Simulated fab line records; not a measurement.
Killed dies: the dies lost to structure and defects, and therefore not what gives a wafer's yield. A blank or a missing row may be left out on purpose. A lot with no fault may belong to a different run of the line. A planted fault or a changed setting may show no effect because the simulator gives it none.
Which tool is to blame? ; flow sky130 ; 10 lots, 30 wafers sampled, at 7 steps of a route of 708

== WHAT THE GAUGES SHOWED, per wafer ==
SKY_VIA1_RS_MEAS_22: measurement is done with a four-point probe. Usual: VIA1_W_RS typically reads 0.423 ohm/sq, with standard deviation 0.0041.
lot;measured;on;VIA1_W_RS (ohm/sq);flag
L949;day 33 23:26;film_metro-04;0.422 0.432 0.424;
L950;day 34 05:16;film_metro-03;0.424 0.422 0.424;
L951;day 34 06:58;film_metro-01;0.426 0.424 0.422;
L952;day 34 18:53;film_metro-04;0.420 0.418 0.413;
L953;day 35 00:25;film_metro-03;0.772 0.424 0.426 0.774 0.424 0.425;OFF
L954;day 35 23:33;film_metro-04;0.422 0.754 0.426 0.421 0.753 0.426;OFF
L962;day 38 12:20;film_metro-01;0.424 0.426 0.422;
L964;day 39 08:39;film_metro-03;0.423 0.422 0.420;
L970;day 40 00:49;film_metro-01;0.420 0.419 0.425;
L971;day 40 18:07;film_metro-04;0.422 0.422 0.427;

SKY_VIA1_THK_MEAS_23: measures by xrf. Usual: VIA1_W_THK typically reads 272.9 nm, with standard deviation 2.9.
lot;measured;on;VIA1_W_THK (nm);flag
L949;day 33 23:33;film_metro-04;274.0 266.5 272.7;
L950;day 34 05:22;film_metro-03;273.0 275.0 273.9;
L951;day 34 07:05;film_metro-01;271.5 273.1 273.7;
L952;day 34 19:00;film_metro-04;277.9 279.7 281.4;
L953;day 35 02:40;film_metro-03;151.7 272.7 272.0 151.6 273.3 270.3;OFF
L954;day 36 02:30;film_metro-04;273.6 154.2 271.0 273.8 154.9 269.5;OFF
L962;day 38 12:26;film_metro-01;273.9 272.3 274.7;
L964;day 39 08:46;film_metro-03;273.2 275.2 276.8;
L970;day 40 00:56;film_metro-01;272.1 274.7 271.8;
L971;day 40 18:14;film_metro-04;270.2 272.0 269.0;

SKY_METAL2_CD_MEAS_15: target cd 140 nm. Usual: cd_nm at 140.0 nm, with a standard deviation of 1.3.
lot;measured;on;cd_nm (nm);flag
L949;day 35 01:52;cd_sem-01;139.5 138.1 139.2;
L950;day 35 07:22;cd_sem-01;138.6 140.7 138.3;
L951;day 35 10:24;cd_sem-01;141.3 139.4 139.0;
L952;day 35 21:31;cd_sem-02;140.6 140.8 140.1;
L953;day 36 03:25;cd_sem-01;137.2 137.3 137.8;
L954;day 37 02:28;cd_sem-02;138.1 138.3 138.0;
L962;day 39 13:56;cd_sem-01;138.2 138.9 139.1;
L964;day 40 10:11;cd_sem-02;139.4 141.1 140.7;
L970;day 41 01:37;cd_sem-01;141.6 142.9 141.0;
L971;day 41 18:42;cd_sem-01;140.5 141.2 141.3;

== EACH LOT AND THE TOOL THAT RAN IT (in order: tool; ch and the chambers of the sampled wafers; start) ==
lot;SKY_METAL1_STRIP_20;SKY_VIA1_CVD_21;SKY_VIA1_CMP_24;SKY_METAL2_SPUTTER_03
L949;plasma_asher-01 ch 0,1, day 32 18:47;cvd_w-02 ch 0,1, day 33 23:20;cmp-02 ch 0,2,3, day 33 23:40;pvd_sputter-01, day 33 23:59
L950;plasma_asher-02 ch 0,1, day 32 23:53;cvd_w-01 ch 0,1, day 34 05:09;cmp-01 ch 0,2,3, day 34 05:28;pvd_sputter-03, day 34 05:47
L951;plasma_asher-02 ch 0,1, day 33 02:18;cvd_w-02 ch 0,1, day 34 06:53;cmp-01 ch 1,3, day 34 07:12;pvd_sputter-02, day 34 07:31
L952;plasma_asher-01 ch 0, day 33 12:07;cvd_w-01 ch 0,1, day 34 18:46;cmp-02 ch 0,2,3, day 34 19:03;pvd_sputter-02, day 34 19:25
L953;plasma_asher-03 ch 1, day 33 19:29;cvd_w-01 ch 0,1, day 35 00:18;cmp-02 ch 0,1, day 35 05:56;pvd_sputter-01, day 35 06:19
L954;plasma_asher-01 ch 0,1, day 34 18:47;cvd_w-01 ch 0,1, day 35 23:28;cmp-02 ch 1,2, day 36 05:01;pvd_sputter-02, day 36 07:41
L962;plasma_asher-02 ch 0,1, day 37 08:35;cvd_w-01 ch 0,1, day 38 12:13;cmp-02 ch 0,1,3, day 38 12:38;pvd_sputter-03, day 38 12:52
L964;plasma_asher-03 ch 0,1, day 38 05:27;cvd_w-02 ch 0,1, day 39 08:32;cmp-01 ch 0,1,2, day 39 09:05;pvd_sputter-03, day 39 09:27
L970;plasma_asher-01 ch 0,1, day 38 23:46;cvd_w-01 ch 1, day 40 00:42;cmp-02 ch 1,3, day 40 01:02;pvd_sputter-01, day 40 01:21
L971;plasma_asher-02 ch 0,1, day 39 15:17;cvd_w-01 ch 0,1, day 40 18:02;cmp-01 ch 1,2,3, day 40 18:21;pvd_sputter-03, day 40 18:40
- SKY_METAL1_STRIP_20: strips in O2/N2.
- SKY_VIA1_CVD_21: deposits W, target thk 270 nm, time 80.902 s.
- SKY_VIA1_CMP_24: polishes, stops on SiO2, t overpolish 15 s, target thk 0 nm.
- SKY_METAL2_SPUTTER_03: material Ti, target thk 5 nm, time 3.3 s.

== AS READ BY THE TOOLS THEMSELVES (means over the sampled wafers that have a number; for cases with no such wafer, the mark the record gives instead) ==
SKY_METAL1_STRIP_20. Usual: drypump_motor_current_A 5.4 A, standard deviation 0.41; oes_product_au 0.343 a.u., standard deviation 0.0044; strip_time_to_endpoint_s 2.70 s, standard deviation 0.038.
lot;tool;drypump_motor_current_A (A);oes_product_au (a.u.);strip_time_to_endpoint_s (s);flag
L949;plasma_asher-01;5.5;0.346;2.69;
L950;plasma_asher-02;5.0;0.342;2.70;
L951;plasma_asher-02;5.0;0.338;2.69;
L952;plasma_asher-01;5.3;0.346;2.74;
L953;plasma_asher-03;5.9;0.348;2.66;
L954;plasma_asher-01;5.5;0.343;2.73;
L962;plasma_asher-02;4.9;0.345;2.71;
L964;plasma_asher-03;5.9;0.345;2.67;
L970;plasma_asher-01;5.6;0.341;2.71;
L971;plasma_asher-02;5.0;0.343;2.73;

SKY_VIA1_CVD_21. Usual: heater_power_w at 902 W, with a standard deviation of 73.
lot;tool;heater_power_w (W);flag
L949;cvd_w-02;842;
L950;cvd_w-01;969;
L951;cvd_w-02;886;
L952;cvd_w-01;970;
L953;cvd_w-01;978;
L954;cvd_w-01;966;
L962;cvd_w-01;969;
L964;cvd_w-02;888;
L970;cvd_w-01;879;
L971;cvd_w-01;955;

SKY_VIA1_CMP_24. Usual: motor_current_A 11.0 A, standard deviation 1.5; time_to_endpoint_s 68 s, standard deviation 3.2.
lot;tool;motor_current_A (A);time_to_endpoint_s (s);flag
L949;cmp-02;10.4;70;
L950;cmp-01;11.7;68;
L951;cmp-01;10.2;65;
L952;cmp-02;10.4;64;
L953;cmp-02;11.2;56;OFF
L954;cmp-02;9.6;57;OFF
L962;cmp-02;11.2;67;
L964;cmp-01;12.2;71;
L970;cmp-02;10.6;63;
L971;cmp-01;10.6;69;

SKY_METAL2_SPUTTER_03. Usual: cathode_dc_power_W 3000.1 W, standard deviation 0.56; throttle_valve_pct 30.2 %, standard deviation 0.78.
lot;tool;cathode_dc_power_W (W);throttle_valve_pct (%);flag
L949;pvd_sputter-01;3000.5;30.2;
L950;pvd_sputter-03;3000.6;29.7;
L951;pvd_sputter-02;3000.1;30.1;
L952;pvd_sputter-02;2999.9;29.8;
L953;pvd_sputter-01;3000.0;30.3;
L954;pvd_sputter-02;3000.0;30.1;
L962;pvd_sputter-03;3000.8;29.9;
L964;pvd_sputter-03;3000.1;30.3;
L970;pvd_sputter-01;3000.2;29.6;
L971;pvd_sputter-03;3000.0;31.5;

== THE ANSWER, worked out from the rows above alone ==
Rule: take the mean of a lot's wafers that have a number; if it is more than 3 standard deviations from the usual mean, the lot is off. Also off: a lot with no number at a reading for which 4 or more lots have one. Any other lot the step has rows for is counted as sound. Order of review: gauges by route order, followed by the tools' own readings, for which a lot's mean as printed above is used. The first step at which some lot is off is used, and at that step the reading that is off furthest; a lot without a number counts as furthest.
Off: L953, L954, at SKY_VIA1_RS_MEAS_22 (VIA1_W_RS).
A tool fits if, at a process step before that reading, it ran every lot that is off, and no sound lot after the first of them. Not tried: the gauges at SKY_VIA1_RS_MEAS_22; whatever is off there is also off at SKY_VIA1_CMP_24, on other tools, and gauge error can't account for it. Of those tried, none fits.

== WHAT THE SIMULATOR PUT IN ==
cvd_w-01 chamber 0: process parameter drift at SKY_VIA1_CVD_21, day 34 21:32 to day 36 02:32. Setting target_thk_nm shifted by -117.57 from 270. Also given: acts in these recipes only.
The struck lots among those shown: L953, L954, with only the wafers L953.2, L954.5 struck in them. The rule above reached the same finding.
